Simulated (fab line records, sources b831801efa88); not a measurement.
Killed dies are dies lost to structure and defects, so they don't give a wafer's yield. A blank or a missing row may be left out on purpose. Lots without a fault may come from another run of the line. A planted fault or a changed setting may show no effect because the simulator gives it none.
Chamber matching | flow gf180mcu | GF_V4_CMP_04 on cmp-01: 4 sister chambers
The step polishes SiO2. 4 wafers are shown with their chamber, then 7 later ones without.

WAFERS WITH THEIR CHAMBER
wafer  | chamber | motor_current_A (A)
L878.5 | 3       | 11.1
L878.6 | 0       | 10.0
L880.1 | 1       | 13.4
L880.2 | 2       | 10.5

WAFERS WITHOUT THEIR CHAMBER
wafer  | motor_current_A (A)
L880.6 | 13.4
L882.2 | 11.5
L882.3 | 13.5
L882.4 | 10.8
L883.1 | 11.4
L883.5 | 11.4
L883.6 | 12.8

WHICH CHAMBER EACH WENT THROUGH
wafer  | from the rows above          | in truth
L880.6 | 1                            | 1
L882.2 | can't be placed: 3 or 2      | 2
L882.3 | 1                            | 1
L882.4 | can't be placed: 3 or 2 or 0 | 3
L883.1 | can't be placed: 3 or 2      | 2
L883.5 | can't be placed: 3 or 2      | 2
L883.6 | 1                            | 1
Placed correctly: 3 of 7. Can't be placed from these rows: 4 (the true chamber is among the candidates in 4). Placed wrongly: 0.
How it was worked out, from the rows above alone: a wafer's distance from a chamber is the root of the sum, over the readings, of the square of ((its reading less the chamber's mean) divided by the reading's scatter). The wafer belongs to the nearest chamber; if the next one is less than 2 further off, it can't be placed. A chamber's mean is the mean of its shown wafers. The scatter: with one shown wafer a chamber, the root of the mean of the squares of how far each hidden wafer lies from its nearest shown one.
